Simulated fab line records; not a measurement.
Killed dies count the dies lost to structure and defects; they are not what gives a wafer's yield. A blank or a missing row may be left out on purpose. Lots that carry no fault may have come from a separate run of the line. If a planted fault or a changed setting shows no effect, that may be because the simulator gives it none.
Tool commonality check -- flow gf180mcu -- 33 wafers sampled across 11 lots

## THE REASON FOR OPENING IT
Of 11 lots, 2 have the reading PSD_TW flagged at GF_PSD_TW_MEAS_11. Wafers without a fault read 3170, standard deviation 25.
Rule: a lot gets a flag if all its wafers with a number sit over 4 standard deviations from that mean, or if no wafer of it has a number. The rest of the lots are taken to be sound.

lot,measured,on,"PSD_TW, wafer by wafer",flag
L480,day 14 20:24,film_metro-04,3185 3189 3172,
L482,day 15 08:13,film_metro-01,3165 3172 3166,
L483,day 15 17:49,film_metro-03,3144 3120 3151,
L485,day 16 17:16,film_metro-04,3193 3210 3190,
L488,day 17 12:52,film_metro-04,3167 3179 3200,
L491,day 18 11:22,film_metro-04,3208 3207 3214,
L492,day 18 19:31,film_metro-03,2676 2686 2666,FLAGGED
L493,day 19 04:14,film_metro-03,2691 2673 2697,FLAGGED
L498,day 21 02:25,film_metro-04,3185 3195 3179,
L500,day 21 18:30,film_metro-01,3178 3184 3184,
L502,day 22 12:34,film_metro-03,3169 3162 3160,
Average over the flagged lots: 2682; offset from the usual -488, equal to -20 standard deviations.

## EACH LOT AND THE TOOL IT RAN ON
The record holds 3 process steps before the reading, out of a route of 602 steps. In each cell: the tool, then ch and the chambers that the sampled wafers went through, then the start.
lot,flag,GF_MVPSD_STRIP_10,GF_PSD_IMPLANT_09,GF_PSD_STRIP_10
L480,,"plasma_asher-03 ch 0,1, day 5 04:28","implanter-04 ch 0, day 14 20:11","plasma_asher-04 ch 0,1, day 14 20:19"
L482,,"plasma_asher-03 ch 0, day 5 15:40","implanter-04 ch 0, day 15 07:59","plasma_asher-04 ch 0,1, day 15 08:06"
L483,,"plasma_asher-04 ch 1, day 5 21:17","implanter-04 ch 0, day 15 17:35","plasma_asher-02 ch 1, day 15 17:42"
L485,,"plasma_asher-04 ch 1, day 6 10:04","implanter-01 ch 0, day 16 17:02","plasma_asher-02 ch 0,1, day 16 17:09"
L488,,"plasma_asher-04 ch 0,1, day 7 03:31","implanter-01 ch 0, day 17 12:37","plasma_asher-02 ch 0,1, day 17 12:46"
L491,,"plasma_asher-02 ch 0,1, day 7 20:04","implanter-04 ch 0, day 18 11:07","plasma_asher-02 ch 0,1, day 18 11:16"
L492,FLAGGED,"plasma_asher-03 ch 0,1, day 8 01:50","implanter-01 ch 0, day 18 19:16","plasma_asher-04 ch 0,1, day 18 19:24"
L493,FLAGGED,"plasma_asher-03 ch 0,1, day 8 07:45","implanter-01 ch 0, day 19 03:59","plasma_asher-02 ch 0,1, day 19 04:07"
L498,,"plasma_asher-04 ch 0,1, day 9 15:14","implanter-02 ch 0, day 21 02:12","plasma_asher-01 ch 0,1, day 21 02:20"
L500,,"plasma_asher-03 ch 0,1, day 10 04:56","implanter-04 ch 0, day 21 18:15","plasma_asher-02 ch 0,1, day 21 18:24"
L502,,"plasma_asher-02 ch 0,1, day 10 18:51","implanter-02 ch 0, day 22 12:19","plasma_asher-01 ch 0,1, day 22 12:28"
These steps, and what they do:
- GF_MVPSD_STRIP_10: strips in O2/N2.
- GF_PSD_IMPLANT_09
- GF_PSD_STRIP_10: strips in O2/N2.
- GF_PSD_TW_MEAS_11

## FLAGGED AGAINST TOTAL, ONE TOOL AT A TIME (gauges that did the reading follow at the end)
step,tool,lots run,flagged,share of the flagged lots,sound lots run after its first flagged lot
GF_MVPSD_STRIP_10,plasma_asher-02,2,0,none,-
GF_MVPSD_STRIP_10,plasma_asher-03,5,2,all,1 (L500)
GF_MVPSD_STRIP_10,plasma_asher-04,4,0,none,-
GF_PSD_IMPLANT_09,implanter-01,4,2,all,0
GF_PSD_IMPLANT_09,implanter-02,2,0,none,-
GF_PSD_IMPLANT_09,implanter-04,5,0,none,-
GF_PSD_STRIP_10,plasma_asher-01,2,0,none,-
GF_PSD_STRIP_10,plasma_asher-02,6,1,some,1 (L500)
GF_PSD_STRIP_10,plasma_asher-04,3,1,some,0
GF_PSD_TW_MEAS_11,film_metro-01,2,0,none,-
GF_PSD_TW_MEAS_11,film_metro-03,4,2,all,1 (L502)
GF_PSD_TW_MEAS_11,film_metro-04,5,0,none,-

## WHAT IS ALLOWED BY THE TABLE
3 rows of the table ran every flagged lot: plasma_asher-03 at GF_MVPSD_STRIP_10, implanter-01 at GF_PSD_IMPLANT_09, film_metro-03 at GF_PSD_TW_MEAS_11.
- plasma_asher-03 at GF_MVPSD_STRIP_10: 2 of its 5 lots flagged. Sound lots ran on it after the first flagged one (L500), which a lasting fault on the whole tool wouldn't allow.
- implanter-01 at GF_PSD_IMPLANT_09: 2 of its 4 lots flagged. Its last sound lot is L488 (day 17 12:37), its first flagged lot L492 (day 18 19:16): a fault that began between those two fits. Its own readings lie more than 4 standard deviations out on every wafer of the flagged lots: dose_ions_cm2, faraday_current_uA.
- film_metro-03 at GF_PSD_TW_MEAS_11: 2 of its 4 lots flagged. Sound lots ran on it after the first flagged one (L502), which a lasting fault on the whole tool wouldn't allow.
implanter-01 at GF_PSD_IMPLANT_09 is the single tool remaining.

## WHAT HAD BEEN PUT IN BY THE SIMULATOR
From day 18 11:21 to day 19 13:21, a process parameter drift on implanter-01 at GF_PSD_IMPLANT_09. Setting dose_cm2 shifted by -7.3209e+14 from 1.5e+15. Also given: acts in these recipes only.
Struck lots among those shown: L492, L493. This agrees with what the rule above found.
